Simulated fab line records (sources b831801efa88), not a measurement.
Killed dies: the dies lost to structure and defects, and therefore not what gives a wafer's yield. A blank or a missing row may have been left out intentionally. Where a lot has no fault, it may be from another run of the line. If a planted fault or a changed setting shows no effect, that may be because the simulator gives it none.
Problem report, 8D (eight disciplines) form, completed by code    flow sky130    the parts of the form that need people (team, actions taken, sign-off) are left out

## 1. THE ISSUE
Mean of oes-product-au at SKY_LDD_LDN_STRIP_12: 0.939 a.u. over 3 wafers from 1 lot, against 0.715 a.u. (standard deviation 0.004) on wafers with no fault. That is +56 standard deviations from the usual mean.
The step: strips in O2/N2.
The first sign was on wafer L632.1 at day 26 06:19, on plasma-asher-02. The record holds 39 wafers of 13 lots with a number at this step. The rule behind "out" and "out of limits": a value lying over 4 standard deviations away from the usual mean. The other wafers with a number count as sound.

## 2. WHAT IT IS; WHAT IT IS NOT
question                     is                      is not
which readings at this step  oes-product-au          drypump-motor-current-A
which lots                   L632                    L627, L628, L636, L640, L641, L642, L644, L645, L646, L647, L648, L649
which wafers of those lots   all that have a number  -
read on which tools          plasma-asher-02         plasma-asher-03, plasma-asher-04
when                         from day 26 06:19       up to then (6 sound wafers); but 30 sound wafers of L636, L640, L641, L642, L644, L645, L646, L647, L648, L649 came after

## 3. SUSPECTS, AND WHAT RULES EACH OUT
Counting: any tool at a process step up to the reading is kept as a suspect provided that every lot that is out went through it and no sound lot did after the first of them.
- rie-diel-03 at SKY_POLY_GATE_ETCH_15 (etches BARC in N2/H2, stops on SiO2, time 118.5 s, target depth 110 nm): ruled out as a lasting fault. After its first lot that is out, L632 (day 19 19:29), sound lots L636, L641, L648 ran on it.
- plasma-asher-02 at SKY_LDD_LDN_STRIP_12 (strips in O2/N2): ruled out as a lasting fault. After its first lot that is out, L632 (day 26 06:19), sound lots L641, L642, L644, L646, L648 ran on it.
Left after counting: nothing in the record.

## 4. THE CAUSE (what the simulator had put in)
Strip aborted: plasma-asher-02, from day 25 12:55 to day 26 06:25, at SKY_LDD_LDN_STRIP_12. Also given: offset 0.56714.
Counting ruled it out, wrongly.

## 5. THE EFFECT CHAIN, in route order
Each row: a reading whose mean over the struck wafers that have a number lies more than 3 standard deviations from the usual. Only readings whose record carries a usual standard deviation are examined. hours: median over the lots of the time between each lot's start at the first step of this table that gives one and its start at this step. sigmas: the change, counted in usual standard deviations.
hours  step                  reading         usual       on struck wafers  change  sigmas
0      SKY_LDD_LDN_STRIP_12  oes-product-au  0.715 a.u.  0.939             +0.224  +56
Its process steps:
- SKY_LDD_LDN_STRIP_12: strips in O2/N2.
Readings that are blank on the struck wafers while sound wafers have them: strip-time-to-endpoint-s at SKY_LDD_LDN_STRIP_12.

## 6. WHAT WOULD HAVE CAUGHT IT SOONER
In this record the first reading out of limits was taken at day 26 06:19, 17 hours after the fault began at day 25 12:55.
